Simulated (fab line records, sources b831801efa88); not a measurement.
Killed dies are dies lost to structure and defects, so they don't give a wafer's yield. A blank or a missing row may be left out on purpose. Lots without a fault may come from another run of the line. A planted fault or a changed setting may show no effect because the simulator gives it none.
Problem report in the 8D (eight disciplines) form, filled by code | flow gf180mcu | the parts of the form that need people (team, actions taken, sign-off) are left out

1. THE PROBLEM
HV_LDD_2_TW at GF_HV_LDD_TW_MEAS_23 reads a mean of 1017 on 6 wafers of 2 lots; wafers without a fault read 1052 with a standard deviation of 5.4. That is -6.4 standard deviations from the usual mean.
First seen on wafer L340.1, day 14 17:03, on film_metro-03. The record holds 42 wafers of 14 lots with a number at this step. Rule for "out", or "out of limits": more than 4 standard deviations from the usual mean. The other wafers with a number count as sound.

2. WHAT IT IS AND WHAT IT IS NOT
question                    | is                           | is not
which readings at this step | HV_LDD_2_TW                  | -
which lots                  | L340, L344                   | L328, L330, L331, L333, L334, L335, L336, L346, L347, L348, L350, L351
which wafers of those lots  | all that have a number       | -
read on which gauges        | film_metro-02, film_metro-03 | film_metro-04
when                        | from day 14 17:03            | up to then (21 sound wafers); but 15 sound wafers of L346, L347, L348, L350, L351 came after

3. SUSPECTS, AND WHAT RULES EACH OUT
Counting: a tool at a process step up to the reading stays a suspect if it ran every lot that is out and no sound lot after the first of them.
- the gauge at GF_HV_LDD_TW_MEAS_23: ruled out. The wafers that are out were read on 2 gauges (film_metro-02, film_metro-03).
- rtp_anneal-01 at GF_VT_IMPLANT_RTA_45 (time 30 s): ruled out as a lasting fault. Sound lots L346, L348 ran on it after its first lot that is out, L340 (day 10 22:25).
- implanter-03 at GF_HV_LDD_IMPLANT_21: kept. It ran every lot that is out, first L340 (day 14 16:48), and no sound lot after that; its last sound lot up to then is L335 (day 12 22:31). Its own readings are out on those wafers: beam_energy_keV.
Left after counting: implanter-03 at GF_HV_LDD_IMPLANT_21.

4. THE CAUSE (what the simulator had put in)
Process parameter drift: implanter-03, from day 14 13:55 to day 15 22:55, at GF_HV_LDD_IMPLANT_21. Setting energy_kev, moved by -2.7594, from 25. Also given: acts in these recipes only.
Counting left only this tool.

5. THE CHAIN OF EFFECTS, in route order
Each row: a reading whose mean over the struck wafers that have a number lies more than 3 standard deviations from the usual. Only readings for which the record gives a usual standard deviation are gone through. hours: the time from each lot's start at the first step in this table that gives one to its start at this step, as a median over the lots. sigmas: the change in usual standard deviations.
hours | step                 | reading         | usual  | on struck wafers | change | sigmas
0     | GF_HV_LDD_IMPLANT_21 | beam_energy_keV | 25.002 | 22.241           | -2.761 | -99 or more
0     | GF_HV_LDD_TW_MEAS_23 | HV_LDD_2_TW     | 1052   | 1017             | -35    | -6.4
The process steps in it:
- GF_HV_LDD_IMPLANT_21

6. WHAT WOULD HAVE CAUGHT IT SOONER
In this record the first reading out of limits at a measuring or inspecting step was taken at day 14 17:03, 3 hours after the fault began at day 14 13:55.
The tool's own readings at GF_HV_LDD_IMPLANT_21 were out on every struck wafer that the step has a row for (beam_energy_keV): an alarm limit on them would have fired on the first of those.
Of the lots that are out (2), L344 began GF_HV_LDD_IMPLANT_21 on implanter-03 after day 14 17:03. A hold on the tool at that time would have spared it.
